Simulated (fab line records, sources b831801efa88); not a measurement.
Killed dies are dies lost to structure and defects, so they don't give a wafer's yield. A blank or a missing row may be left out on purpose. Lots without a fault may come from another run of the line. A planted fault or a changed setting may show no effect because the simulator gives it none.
Which tool did it? | flow sky130 | 6 lots, 18 wafers sampled, at 1 step of a route of 708

WHAT THE GAUGES READ, wafer by wafer
SKY_CAP2M_THK_MEAS_04: measures by xrf.
lot  | measured     | on            | CAP2M_TIN_THK (nm)
L201 | day 41 13:20 | film_metro-02 | 199.8 200.9 201.0
L202 | day 42 01:02 | film_metro-04 | 198.7 197.7 197.2
L204 | day 42 16:15 | film_metro-04 | 197.5 194.0 198.0
L211 | day 44 18:00 | film_metro-03 | 203.1 197.5 199.2
L214 | day 45 07:59 | film_metro-02 | 202.9 199.6 195.1
L218 | day 46 07:49 | film_metro-04 | 200.6 197.0 200.3

WHICH TOOL RAN EACH LOT (tool, then ch and the chambers of the sampled wafers, then the start)
The record holds no process step before these readings.

THE ANSWER, worked out from the rows above alone
Rule: what is usual is taken from the lots themselves. Put in order of their means at a reading, lots are off if they are a third of the lots or fewer, leave a main group of 4 or more, and stand apart from it by a gap of 3 or more times the standard deviation of the main group's means; of several such gaps the widest counts. A main group whose means are all the same, to the digits that the tables above print for the reading, isn't used. A lot without any number at a reading at which 4 lots or more have one is off too. The other lots that the step has rows for count as sound.
No lot is off at any reading shown: from this, nothing can be told.

WHAT THE SIMULATOR HAD PUT IN
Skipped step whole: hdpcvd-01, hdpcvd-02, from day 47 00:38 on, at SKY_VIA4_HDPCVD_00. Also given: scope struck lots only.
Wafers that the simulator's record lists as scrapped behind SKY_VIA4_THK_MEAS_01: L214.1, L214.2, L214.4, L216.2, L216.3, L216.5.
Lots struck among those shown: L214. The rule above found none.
